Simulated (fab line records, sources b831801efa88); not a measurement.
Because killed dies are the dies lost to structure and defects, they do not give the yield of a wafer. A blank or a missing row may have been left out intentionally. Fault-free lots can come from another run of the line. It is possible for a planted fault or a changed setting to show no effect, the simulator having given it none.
fab line records | flow sky130
record lots=15 | wafers=45 | lastDay=50
route steps=708 shown VT_ADJUST_LVTN@106 VT_ADJUST_NCORE@127 SONOS_TUNNEL@162 GATE_OXIDE@189
lots that met no fault: from a run of the same line without faults
startH: the number of hours between the record's first day and the start of the first shown wafer of the lot | waitH: how many hours have passed since the lot's step before this one | " identical to the entry in the row above | L1.1+2: several wafers, shown together as one row | - value missing, or start not given | * or withheld: withheld | < > ~ a bound
route shown NAME@n: NAME is a module with steps in the file, n the number in the route of the first one | usual: mean/standard deviation of fault-free wafers | same: alike in all rows | chamber/n: place in a boat | sites: each site's reading | _std_site: standard deviation of those values | _edge_site: the outer-site mean with the inner-site mean subtracted | radiusMm: for every site, how far away it sits from the centre of the wafer | mask NAME#n: copy n | behind: the most recent tool/chamber to have shaped the wafer | hold: the reason the lot was held/the length of the hold in hours/how it ended | device: which transistor (n, p or np) failed to switch | end of line: tests of these same wafers at the route's end | a step given without rows: its recipe and nothing more | killed: not the wafer's yield, but the dies lost to structure and defects at the first sort | map: a wafer's dies, marking killed ones x, the rest . and places with no die _
set.NAME: setting as actually run; set.NAME@STEP: the setting as run at that earlier step | model.NAME: the simulator's own value behind a step, which no gauge read
steps of the route over a sample of lots; a table a step, a row a wafer
services: the hour from which a tool's chamber was out of use, counted from the record's first day as startH (under 0 if before that day), plus the number of hours and why
## steps
# step SKY_VT_ADJUST_LVTN_STRIP_09
# recipe chemistry=O2/N2 | powerW=1400 | pressureMtorr=1500 | platenTempC=withheld | o2FlowSccm=3000 | n2FlowSccm=300 | overashFraction=0.5
# usual chamberPressureMTorr=1499.9/1.4 | drypumpMotorCurrentA=5.80/0.3 | oesProductAu=0.722/0.0043 | stripTimeToEndpointS=36.96/0.086
lot.wafer | tool           | chamber | startH | waitH | chamberPressureMTorr | drypumpMotorCurrentA | oesProductAu | rfHoursCounterH | stripTimeToEndpointS
L493.1    | plasmaAsher-03 | 0       | 136.77 | 0.1   | 1502.0               | 6.20                 | 0.721        | 33              | 36.93
L493.3    | "              | 0       | "      | "     | 1499.2               | 6.24                 | 0.717        | -               | 36.88
L493.5    | "              | 0       | "      | "     | 1500.4               | 6.20                 | 0.715        | -               | 36.81
L495.2    | plasmaAsher-01 | 0       | 174.58 | 0.1   | 1500.9               | 5.59                 | 0.729        | 48              | 37.05
L495.5    | "              | 1       | "      | "     | 1499.7               | 5.86                 | 0.723        | -               | 37.00
L495.6    | "              | 0       | "      | "     | 1500.1               | 5.61                 | 0.714        | -               | 36.91
L498.1    | plasmaAsher-03 | 1       | 187.37 | 0.1   | 1500.4               | 5.79                 | 0.721        | 38              | 37.02
L498.3    | "              | 1       | "      | "     | 1498.7               | 5.80                 | 0.719        | -               | 37.07
L498.5    | "              | 0       | "      | "     | 1501.0               | 6.25                 | 0.732        | -               | 36.95
L497.3    | plasmaAsher-01 | 1       | 189.65 | 0.1   | 1498.8               | 5.86                 | 0.720        | -               | 36.84
L497.4    | "              | 0       | "      | "     | 1502.2               | 5.61                 | 0.714        | -               | 36.82
L497.6    | "              | 1       | "      | "     | 1497.5               | 5.85                 | 0.725        | -               | 36.98
L499.1    | plasmaAsher-02 | 1       | 193.07 | 0.1   | 1500.4               | 5.87                 | 0.723        | 52              | 36.99
L499.2    | "              | 0       | "      | "     | 1498.1               | 5.13                 | 0.717        | 52              | 36.90
L499.6    | "              | 0       | "      | "     | 1499.7               | 5.13                 | 0.725        | -               | 36.86
L500.1    | plasmaAsher-02 | 0       | 193.68 | 0.1   | 1503.0               | 5.14                 | 0.718        | 52              | 36.88
L500.4    | "              | 0       | "      | "     | 1498.2               | 5.15                 | 0.729        | -               | 36.99
L500.6    | "              | 1       | "      | "     | 1501.6               | 5.83                 | 0.717        | -               | 36.97
L501.2    | plasmaAsher-03 | 0       | 197.22 | 0.1   | 1501.4               | 6.22                 | 0.717        | 39              | 37.05
L501.3    | "              | 0       | "      | "     | 1502.0               | 6.18                 | 0.715        | -               | 37.02
L501.5    | "              | 1       | "      | "     | 1502.6               | 5.78                 | 0.722        | -               | 36.93
L502.1    | plasmaAsher-02 | 1       | 199.03 | 0.1   | 1501.4               | 5.88                 | 0.729        | 52              | 36.86
L502.2    | "              | 0       | "      | "     | 1502.6               | 5.11                 | 0.717        | 52              | 36.90
L502.6    | "              | 0       | "      | "     | 1498.5               | 5.13                 | 0.726        | -               | 36.92
L504.1    | plasmaAsher-01 | 1       | 211.72 | 0.1   | 1497.0               | 5.84                 | 0.725        | 52              | 36.89
L504.2    | "              | 0       | "      | "     | 1500.9               | 5.60                 | 0.727        | 52              | 36.92
L504.6    | "              | 0       | "      | "     | 1498.9               | 5.58                 | 0.729        | -               | 37.00
L509.4    | plasmaAsher-03 | 0       | 243.70 | 0.1   | -                    | -                    | -            | -               | -
L509.5    | "              | 1       | "      | "     | -                    | -                    | -            | -               | -
L509.6    | "              | 0       | "      | "     | -                    | -                    | -            | -               | -
L510.2    | plasmaAsher-03 | 1       | 250.77 | 0.1   | -                    | -                    | -            | -               | -
L510.4    | "              | 0       | "      | "     | -                    | -                    | -            | -               | -
L510.5    | "              | 0       | "      | "     | -                    | -                    | -            | -               | -
L511.3    | plasmaAsher-01 | 1       | 276.85 | 0.1   | -                    | -                    | -            | -               | -
L511.4    | "              | 0       | "      | "     | -                    | -                    | -            | -               | -
L511.6    | "              | 0       | "      | "     | -                    | -                    | -            | -               | -
L512.2    | plasmaAsher-01 | 1       | 283.98 | 0.1   | 1500.1               | 5.85                 | 0.725        | 58              | 37.08
L512.4    | "              | 0       | "      | "     | 1499.6               | 5.61                 | 0.725        | -               | 37.21
L512.5    | "              | 0       | "      | "     | 1500.8               | 5.61                 | 0.722        | -               | 37.04
L515.3    | plasmaAsher-03 | 1       | 288.15 | 0.1   | 1499.3               | 5.79                 | 0.729        | -               | 37.12
L515.4    | "              | 0       | "      | "     | 1500.0               | 6.20                 | 0.723        | -               | 37.06
L515.5    | "              | 0       | "      | "     | 1496.1               | 6.21                 | 0.719        | -               | 37.09
L516.2    | plasmaAsher-01 | 0       | 297.87 | 0.1   | 1499.9               | 5.61                 | 0.714        | 59              | 36.98
L516.3    | "              | 1       | "      | "     | 1500.2               | 5.85                 | 0.728        | -               | 36.82
L516.5    | "              | 1       | "      | "     | 1501.3               | 5.85                 | 0.718        | -               | 36.84
# step SKY_VT_ADJUST_LVTN_STRIP_20
# recipe chemistry=O2/N2 | powerW=1400 | pressureMtorr=1500 | platenTempC=withheld | o2FlowSccm=3000 | n2FlowSccm=300 | overashFraction=0.5
# usual chamberPressureMTorr=1500.0/1.4 | drypumpMotorCurrentA=5.7/0.34 | oesProductAu=0.716/0.0046 | stripTimeToEndpointS=14.18/0.04
lot.wafer | tool           | chamber | startH | waitH | chamberPressureMTorr | drypumpMotorCurrentA | oesProductAu | rfHoursCounterH | stripTimeToEndpointS
L493.1    | plasmaAsher-01 | 1       | 155.78 | 0.1   | 1500.2               | 5.9                  | 0.720        | 46              | 14.18
L493.3    | "              | 0       | "      | "     | 1498.9               | 5.6                  | 0.722        | -               | 14.18
L493.5    | "              | 0       | "      | "     | 1503.7               | 5.6                  | 0.718        | -               | 14.25
L495.2    | plasmaAsher-01 | 0       | 195.02 | 0.1   | 1500.1               | 5.6                  | 0.720        | 50              | 14.17
L495.5    | "              | 0       | "      | "     | 1501.1               | 5.6                  | 0.717        | -               | 14.13
L495.6    | "              | 1       | "      | "     | 1501.3               | 5.9                  | 0.712        | -               | 14.10
L498.1    | plasmaAsher-02 | 1       | 208.97 | 0.1   | 1500.0               | 5.9                  | 0.719        | 53              | 14.23
L498.3    | "              | 0       | "      | "     | 1498.5               | 5.2                  | 0.717        | -               | 14.22
L498.5    | "              | 1       | "      | "     | 1498.9               | 5.8                  | 0.717        | -               | 14.20
L497.3    | plasmaAsher-01 | 1       | 211.06 | 0.1   | 1501.8               | 5.9                  | 0.713        | -               | 14.22
L497.4    | "              | 0       | "      | "     | 1500.1               | 5.6                  | 0.712        | -               | 14.22
L497.6    | "              | 1       | "      | "     | 1498.3               | 5.8                  | 0.714        | -               | 14.21
L499.1    | plasmaAsher-02 | 0       | 214.23 | 0.1   | 1499.8               | 5.1                  | 0.717        | 54              | 14.14
L499.2    | "              | 1       | "      | "     | 1499.2               | 5.9                  | 0.714        | 54              | 14.20
L499.6    | "              | 1       | "      | "     | 1500.6               | 5.9                  | 0.716        | -               | 14.20
L500.1    | plasmaAsher-01 | 0       | 215.07 | 0.1   | 1500.5               | 5.6                  | 0.719        | 52              | 14.17
L500.4    | "              | 1       | "      | "     | 1499.9               | 5.9                  | 0.714        | -               | 14.19
L500.6    | "              | 0       | "      | "     | 1501.5               | 5.6                  | 0.716        | -               | 14.22
L501.2    | plasmaAsher-02 | 1       | 219.27 | 0.1   | 1502.1               | 5.9                  | 0.715        | 54              | 14.18
L501.3    | "              | 1       | "      | "     | 1501.4               | 5.8                  | 0.717        | -               | 14.18
L501.5    | "              | 1       | "      | "     | 1501.1               | 5.9                  | 0.711        | -               | 14.16
L502.1    | plasmaAsher-03 | 1       | 221.23 | 0.1   | 1500.8               | 5.8                  | 0.712        | 41              | 14.15
L502.2    | "              | 0       | "      | "     | 1500.8               | 6.2                  | 0.724        | 41              | 14.18
L502.6    | "              | 0       | "      | "     | 1497.1               | 6.2                  | 0.716        | -               | 14.16
L504.1    | plasmaAsher-01 | 0       | 234.32 | 0.1   | 1498.5               | 5.6                  | 0.714        | 54              | 14.19
L504.2    | "              | 1       | "      | "     | 1501.1               | 5.9                  | 0.713        | 54              | 14.19
L504.6    | "              | 0       | "      | "     | 1498.8               | 5.6                  | 0.711        | -               | 14.20
L509.4    | plasmaAsher-01 | 1       | 266.85 | 0.1   | 1498.8               | 5.9                  | 0.734        | -               | 58.75
L509.5    | "              | 0       | "      | "     | 1499.9               | 5.6                  | 0.729        | -               | 58.84
L509.6    | "              | 1       | "      | "     | 1500.5               | 5.8                  | 0.727        | -               | 58.76
L510.2    | plasmaAsher-03 | 0       | 274.63 | 0.1   | 1500.2               | 6.2                  | 0.734        | 47              | 58.75
L510.4    | "              | 0       | "      | "     | 1502.0               | 6.2                  | 0.730        | -               | 58.77
L510.5    | "              | 1       | "      | "     | 1501.7               | 5.8                  | 0.731        | -               | 58.86
L511.3    | plasmaAsher-02 | 1       | 301.70 | 0.1   | 1500.6               | 5.9                  | 0.735        | -               | 58.68
L511.4    | "              | 0       | "      | "     | 1500.4               | 5.1                  | 0.733        | -               | 58.79
L511.6    | "              | 0       | "      | "     | 1497.8               | 5.1                  | 0.731        | -               | 58.85
L512.2    | plasmaAsher-03 | 1       | 309.76 | 0.1   | 1499.0               | 5.8                  | 0.717        | 50              | 14.16
L512.4    | "              | 0       | "      | "     | 1499.6               | 6.2                  | 0.723        | -               | 14.14
L512.5    | "              | 1       | "      | "     | 1498.6               | 5.8                  | 0.711        | -               | 14.11
L515.3    | plasmaAsher-02 | 0       | 313.55 | 0.1   | 1500.3               | 5.1                  | 0.719        | -               | 14.14
L515.4    | "              | 1       | "      | "     | 1498.7               | 5.9                  | 0.717        | -               | 14.11
L515.5    | "              | 1       | "      | "     | 1498.4               | 5.9                  | 0.712        | -               | 14.14
L516.2    | plasmaAsher-03 | 0       | 323.72 | 0.1   | 1500.3               | 6.2                  | 0.715        | 51              | 14.25
L516.3    | "              | 0       | "      | "     | 1501.8               | 6.2                  | 0.715        | -               | 14.23
L516.5    | "              | 1       | "      | "     | 1500.1               | 5.8                  | 0.717        | -               | 14.20
# step SKY_VT_ADJUST_LVTN_TW_MEAS_21
# usual VT_ADJUST_LVTN_2_TW=189.3/1.3
lot.wafer | tool         | chamber | startH | waitH | VT_ADJUST_LVTN_2_TW
L493.1    | filmMetro-01 | -       | 155.88 | 0.1   | 190.4
L493.3    | "            | -       | "      | "     | 189.5
L493.5    | "            | -       | "      | "     | 189.8
L495.2    | filmMetro-04 | -       | 195.13 | 0.1   | 190.4
L495.5    | "            | -       | "      | "     | 190.9
L495.6    | "            | -       | "      | "     | 190.3
L498.1    | filmMetro-04 | -       | 209.07 | 0.1   | 188.4
L498.3    | "            | -       | "      | "     | 190.8
L498.5    | "            | -       | "      | "     | 189.1
L497.3    | filmMetro-04 | -       | 211.15 | 0.1   | 189.5
L497.4    | "            | -       | "      | "     | 190.3
L497.6    | "            | -       | "      | "     | 190.3
L499.1    | filmMetro-01 | -       | 214.33 | 0.1   | 188.6
L499.2    | "            | -       | "      | "     | 189.1
L499.6    | "            | -       | "      | "     | 189.5
L500.1    | filmMetro-02 | -       | 215.17 | 0.1   | 186.7
L500.4    | "            | -       | "      | "     | 186.5
L500.6    | "            | -       | "      | "     | 186.5
L501.2    | filmMetro-02 | -       | 219.38 | 0.1   | 187.9
L501.3    | "            | -       | "      | "     | 188.7
L501.5    | "            | -       | "      | "     | 188.9
L502.1    | filmMetro-04 | -       | 221.33 | 0.1   | 191.3
L502.2    | "            | -       | "      | "     | 190.0
L502.6    | "            | -       | "      | "     | 190.8
L504.1    | filmMetro-02 | -       | 234.42 | 0.1   | 190.0
L504.2    | "            | -       | "      | "     | 188.3
L504.6    | "            | -       | "      | "     | 189.0
L509.4    | filmMetro-04 | -       | 266.95 | 0.1   | 30.5
L509.5    | "            | -       | "      | "     | 30.2
L509.6    | "            | -       | "      | "     | 30.3
L510.2    | filmMetro-02 | -       | 274.74 | 0.1   | 30.1
L510.4    | "            | -       | "      | "     | 30.1
L510.5    | "            | -       | "      | "     | 29.6
L511.3    | filmMetro-02 | -       | 301.79 | 0.1   | 30.0
L511.4    | "            | -       | "      | "     | 30.0
L511.6    | "            | -       | "      | "     | 29.8
L512.2    | filmMetro-02 | -       | 309.87 | 0.1   | 187.2
L512.4    | "            | -       | "      | "     | 187.1
L512.5    | "            | -       | "      | "     | 188.1
L515.3    | filmMetro-02 | -       | 313.63 | 0.1   | 188.0
L515.4    | "            | -       | "      | "     | 187.5
L515.5    | "            | -       | "      | "     | 187.9
L516.2    | filmMetro-04 | -       | 323.83 | 0.1   | 190.9
L516.3    | "            | -       | "      | "     | 191.8
L516.5    | "            | -       | "      | "     | 191.2
# step SKY_VT_ADJUST_NCORE_OVL_MEAS_08
# usual VT_ADJUST_NCORE_OVL=-0.8/1.4
lot.wafer | tool       | chamber | startH | waitH | VT_ADJUST_NCORE_OVL[nm]
L493.1    | overlay-01 | -       | 175.65 | 0.1   | 0.5
L493.3    | "          | -       | "      | "     | -0.3
L493.5    | "          | -       | "      | "     | -0.6
L495.2    | overlay-01 | -       | 216.17 | 0.1   | -1.4
L495.5    | "          | -       | "      | "     | -2.7
L495.6    | "          | -       | "      | "     | -3.5
L498.1    | overlay-01 | -       | 231.85 | 0.1   | -1.9
L498.3    | "          | -       | "      | "     | -1.5
L498.5    | "          | -       | "      | "     | -0.1
L497.3    | overlay-01 | -       | 233.47 | 0.1   | -1.7
L497.4    | "          | -       | "      | "     | -1.7
L497.6    | "          | -       | "      | "     | -1.9
L499.1    | overlay-02 | -       | 236.91 | 0.1   | -2.1
L499.2    | "          | -       | "      | "     | 0.3
L499.6    | "          | -       | "      | "     | -0.3
L500.1    | overlay-01 | -       | 237.75 | 0.1   | 0.9
L500.4    | "          | -       | "      | "     | -0.2
L500.6    | "          | -       | "      | "     | -0.3
L501.2    | overlay-01 | -       | 242.62 | 0.1   | -0.9
L501.3    | "          | -       | "      | "     | 1.6
L501.5    | "          | -       | "      | "     | 0.5
L502.1    | overlay-02 | -       | 243.92 | 0.1   | 0.5
L502.2    | "          | -       | "      | "     | 0.9
L502.6    | "          | -       | "      | "     | 0.3
L504.1    | overlay-02 | -       | 257.26 | 0.1   | -0.2
L504.2    | "          | -       | "      | "     | -1.3
L504.6    | "          | -       | "      | "     | -1.6
L509.4    | overlay-01 | -       | 291.79 | 0.1   | -2.5
L509.5    | "          | -       | "      | "     | 0.5
L509.6    | "          | -       | "      | "     | -1.7
L510.2    | overlay-02 | -       | 300.16 | 0.1   | -0.7
L510.4    | "          | -       | "      | "     | -1.6
L510.5    | "          | -       | "      | "     | 0.2
L511.3    | overlay-01 | -       | 328.23 | 0.1   | -1.6
L511.4    | "          | -       | "      | "     | -1.5
L511.6    | "          | -       | "      | "     | -2.6
L512.2    | overlay-01 | -       | 336.05 | 0.1   | -0.9
L512.4    | "          | -       | "      | "     | -0.9
L512.5    | "          | -       | "      | "     | -0.6
L515.3    | overlay-01 | -       | 340.13 | 0.1   | 0.2
L515.4    | "          | -       | "      | "     | 1.4
L515.5    | "          | -       | "      | "     | 0.1
L516.2    | overlay-01 | -       | 350.45 | 0.1   | 1.2
L516.3    | "          | -       | "      | "     | 1.9
L516.5    | "          | -       | "      | "     | 2.4
# step SKY_SONOS_TUNNEL_OVL_MEAS_08
# usual SONOS_TUNNEL_OVL=0.0/1.4
lot.wafer | tool       | chamber | startH | waitH | SONOS_TUNNEL_OVL[nm]
L493.1    | overlay-01 | -       | 241.85 | 0.1   | -0.1
L493.3    | "          | -       | "      | "     | 0.7
L493.5    | "          | -       | "      | "     | -0.7
L495.2    | overlay-02 | -       | 286.41 | 0.1   | -0.2
L495.5    | "          | -       | "      | "     | 0.6
L495.6    | "          | -       | "      | "     | -0.7
L498.1    | overlay-02 | -       | 305.00 | 0.1   | -0.5
L498.3    | "          | -       | "      | "     | -0.8
L498.5    | "          | -       | "      | "     | 0.3
L497.3    | overlay-02 | -       | 307.92 | 0.1   | -0.6
L497.4    | "          | -       | "      | "     | 1.0
L497.6    | "          | -       | "      | "     | -1.0
L499.1    | overlay-01 | -       | 310.80 | 0.1   | 1.2
L499.2    | "          | -       | "      | "     | 1.5
L499.6    | "          | -       | "      | "     | 1.2
L500.1    | overlay-01 | -       | 312.20 | 0.1   | -1.0
L500.4    | "          | -       | "      | "     | -0.3
L500.6    | "          | -       | "      | "     | -0.5
L501.2    | overlay-01 | -       | 317.40 | 0.1   | -1.5
L501.3    | "          | -       | "      | "     | 0.8
L501.5    | "          | -       | "      | "     | -0.5
L502.1    | overlay-02 | -       | 318.95 | 0.1   | -0.4
L502.2    | "          | -       | "      | "     | 0.0
L502.6    | "          | -       | "      | "     | 0.1
L504.1    | overlay-02 | -       | 334.20 | 0.1   | -0.9
L504.2    | "          | -       | "      | "     | -1.0
L504.6    | "          | -       | "      | "     | -1.8
L509.4    | overlay-02 | -       | 372.45 | 0.1   | 1.5
L509.5    | "          | -       | "      | "     | 1.0
L509.6    | "          | -       | "      | "     | 1.6
L510.2    | overlay-01 | -       | 380.29 | 0.1   | 0.1
L510.4    | "          | -       | "      | "     | 1.9
L510.5    | "          | -       | "      | "     | 1.4
L511.3    | overlay-02 | -       | 410.71 | 0.1   | 2.5
L511.4    | "          | -       | "      | "     | 1.5
L511.6    | "          | -       | "      | "     | 2.9
L512.2    | overlay-02 | -       | 418.25 | 0.1   | -0.9
L512.4    | "          | -       | "      | "     | 1.0
L512.5    | "          | -       | "      | "     | 0.7
L515.3    | overlay-01 | -       | 423.62 | 0.1   | -1.4
L515.4    | "          | -       | "      | "     | 0.0
L515.5    | "          | -       | "      | "     | -0.5
L516.2    | overlay-02 | -       | 435.72 | 0.1   | 2.2
L516.3    | "          | -       | "      | "     | -0.4
L516.5    | "          | -       | "      | "     | 1.1
# step SKY_GATE_OXIDE_THK_MEAS_02
# recipe reads=SiO2_of_GATE_OXIDE_OXIDATION_01
# usual GATE_OXIDE_OXIDATION_00_THK=10.24/0.19
lot.wafer | tool         | chamber | startH | waitH | GATE_OXIDE_OXIDATION_00_THK[nm]
L493.1    | filmMetro-04 | -       | 272.88 | 0.0   | 10.33
L493.3    | "            | -       | "      | "     | 10.29
L493.5    | "            | -       | "      | "     | 10.27
L495.2    | filmMetro-03 | -       | 319.42 | 0.0   | 9.74
L495.5    | "            | -       | "      | "     | 9.99
L495.6    | "            | -       | "      | "     | 10.07
L498.1    | filmMetro-03 | -       | 340.47 | 0.0   | 10.23
L498.3    | "            | -       | "      | "     | 10.06
L498.5    | "            | -       | "      | "     | 10.10
L497.3    | filmMetro-02 | -       | 343.40 | 0.0   | 10.48
L497.4    | "            | -       | "      | "     | 10.26
L497.6    | "            | -       | "      | "     | 10.25
L499.1    | filmMetro-02 | -       | 347.34 | 0.0   | 10.29
L499.2    | "            | -       | "      | "     | 10.12
L499.6    | "            | -       | "      | "     | 10.30
L500.1    | filmMetro-03 | -       | 347.34 | 0.0   | 10.18
L500.4    | "            | -       | "      | "     | 10.15
L500.6    | "            | -       | "      | "     | 10.13
L502.1    | filmMetro-03 | -       | 354.17 | 0.0   | 10.45
L502.2    | "            | -       | "      | "     | 10.49
L502.6    | "            | -       | "      | "     | 10.30
L501.2    | filmMetro-02 | -       | 354.18 | 0.0   | 10.50
L501.3    | "            | -       | "      | "     | 10.62
L501.5    | "            | -       | "      | "     | 10.44
L504.1    | filmMetro-04 | -       | 371.08 | 0.0   | 10.36
L504.2    | "            | -       | "      | "     | 10.24
L504.6    | "            | -       | "      | "     | 10.22
L509.4    | filmMetro-04 | -       | 409.56 | 0.0   | 10.15
L509.5    | "            | -       | "      | "     | 10.11
L509.6    | "            | -       | "      | "     | 10.02
L510.2    | filmMetro-02 | -       | 419.58 | 0.0   | 10.11
L510.4    | "            | -       | "      | "     | 9.94
L510.5    | "            | -       | "      | "     | 10.07
L511.3    | filmMetro-03 | -       | 448.76 | 0.0   | 10.23
L511.4    | "            | -       | "      | "     | 10.19
L511.6    | "            | -       | "      | "     | 10.06
L512.2    | filmMetro-02 | -       | 457.48 | 0.0   | 10.31
L512.4    | "            | -       | "      | "     | 10.44
L512.5    | "            | -       | "      | "     | 10.45
L515.3    | filmMetro-02 | -       | 466.05 | 0.0   | 10.44
L515.4    | "            | -       | "      | "     | 10.28
L515.5    | "            | -       | "      | "     | 10.34
L516.2    | filmMetro-04 | -       | 473.04 | 0.0   | 10.34
L516.3    | "            | -       | "      | "     | 10.24
L516.5    | "            | -       | "      | "     | 10.43
## services
tool           | chamber | startH | hours | kind
plasmaAsher-03 | -       | 120.57 | 0.9   | repair
plasmaAsher-02 | -       | 174.60 | 5.1   | repair
plasmaAsher-01 | -       | 202.18 | 2.8   | pm
plasmaAsher-01 | -       | 234.53 | 14.6  | pm
plasmaAsher-03 | -       | 290.01 | 0.7   | repair
## key
firstSign step=SKY_VT_ADJUST_LVTN_STRIP_09 | reading=toolRecord | direction=missing
effect step=SKY_VT_ADJUST_LVTN_STRIP_20 | reading=stripTimeToEndpointS | direction=up | sigmas=99+ | usual=* | struck=*
effect step=SKY_VT_ADJUST_LVTN_TW_MEAS_21 | reading=VT_ADJUST_LVTN_2_TW | direction=down | sigmas=99+ | usual=189.3 | struck=30.1
metAt SKY_VT_ADJUST_LVTN_STRIP_09
struckLots L509,L510,L511
sortLeftOut L509.4,L509.5,L509.6,L510.2,L510.4,L510.5,L511.3,L511.4,L511.6
testerLeftOut L509,L510,L511
notActingAt SKY_VT_ADJUST_NCORE_OVL_MEAS_08,SKY_SONOS_TUNNEL_OVL_MEAS_08,SKY_GATE_OXIDE_THK_MEAS_02
onsetBetween 211.72 243.70
fault kind=skippedStepWhole | tool=plasmaAsher-01,plasmaAsher-03 | chamber=- | onsetH=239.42 | steps=SKY_VT_ADJUST_LVTN_STRIP_09 | scope=struckLotsOnly
# testerLeftOut: of these lots the tester's yield and bins aren't shown, on N5 and GAA mostly nor the transistor test; their killed dies are dies lost to structure and defects alone, not to doping, threshold or leakage, so they don't give the yield
# sortLeftOut: the simulated sort isn't trusted on such a fault, so these wafers' sort isn't shown, and their yield isn't known
